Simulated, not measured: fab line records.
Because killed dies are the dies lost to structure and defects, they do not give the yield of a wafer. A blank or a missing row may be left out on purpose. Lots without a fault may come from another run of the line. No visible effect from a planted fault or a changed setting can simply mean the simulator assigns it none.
Code-filled problem report in 8D (eight disciplines) form -- flow sky130 -- the parts of the form that need people (team, actions taken, sign-off) are left out

## 1. WHAT IS WRONG
Wafers without a fault read 381.2 nm, standard deviation 2.7; cdNm at SKY_VT_ADJUST_NCORE_CD_MEAS_07 reads a mean of 357.1 nm on 2 wafers belonging to 2 lots. That is -8.9 standard deviations from the usual mean.
The step: target cd 380 nm.
First observed at day 13 09:31: wafer L944.2, on cdSem-01. Wafers with a number at this step in the record: 36, from 12 lots. Rule for "out", or "out of limits": more than 4 standard deviations from the usual mean. The other wafers with a number count as sound.

## 2. WHAT IT IS AND WHAT IT IS NOT
question,is,is not
which readings at this step,cdNm,-
which lots,"L944, L945","L928, L931, L933, L934, L936, L937, L942, L948, L949, L950"
which wafers of those lots,"L944.2, L945.3","L944.1, L944.5, L945.1, L945.6"
read on which gauges,cdSem-01,cdSem-02
when,from day 13 09:31,"up to then (23 sound wafers); but 11 sound wafers of L945, L948, L949, L950 came after"

## 3. SUSPECTS, AND WHAT RULES EACH OUT
Counting: a tool at a process step up to the reading stays a suspect if it ran every lot that is out. Sound lots after the first of them don't rule it out here, since some wafers of a struck lot are sound.
- the gauge at SKY_VT_ADJUST_NCORE_CD_MEAS_07: kept. All the wafers that are out were read on cdSem-01, and no step on other tools shows them out.
- ilineStepper-02 at SKY_VT_ADJUST_NCORE_EXPOSE_04 (exposes mask LVTN COMPLEMENT THIN, target cd 380 nm): kept. Ran every lot that is out, first one L944 (day 12 21:55); last sound lot up to then L937 (day 11 00:23).
The count leaves cdSem-01 at SKY_VT_ADJUST_NCORE_CD_MEAS_07 and ilineStepper-02 at SKY_VT_ADJUST_NCORE_EXPOSE_04.

## 4. THE CAUSE (what the simulator had put in)
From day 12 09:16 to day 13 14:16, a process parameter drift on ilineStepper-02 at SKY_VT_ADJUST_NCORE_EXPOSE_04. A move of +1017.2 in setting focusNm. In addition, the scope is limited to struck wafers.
After counting, 2 suspects remain, this tool included.

## 5. THE CHAIN OF EFFECTS, in route order
Each row: a reading whose mean over the struck wafers that have a number lies more than 3 standard deviations from the usual. Only readings whose record carries a usual standard deviation are examined. hours: median over the lots of the time between each lot's start at the first step of this table that gives one and its start at this step. sigmas: the change, counted in usual standard deviations.
hours,step,reading,usual,on struck wafers,change,sigmas
0,SKY_VT_ADJUST_NCORE_CD_MEAS_07,cdNm,381.2 nm,357.1,-24.1,-8.9
Later steps that measure or inspect, where all struck wafers having a row at the step show a number for every such reading and not one has moved that far: SKY_VT_ADJUST_HVTR_TW_MEAS_11.

## 6. HOW IT WOULD HAVE BEEN CAUGHT EARLIER
24 hours passed between the start of the fault at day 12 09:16 and the first reading out of limits at a measuring or inspecting step in this record, taken at day 13 09:31.
An alarm limit of 4 standard deviations would not have fired on the tool readings at SKY_VT_ADJUST_NCORE_EXPOSE_04 for which the record gives a usual standard deviation, since none of them was out on any struck wafer.
Each of the lots that are out, 2 in all, had begun SKY_VT_ADJUST_NCORE_EXPOSE_04 on ilineStepper-02 no later than day 13 09:31. Holding the tool at that point would not have protected any of them.
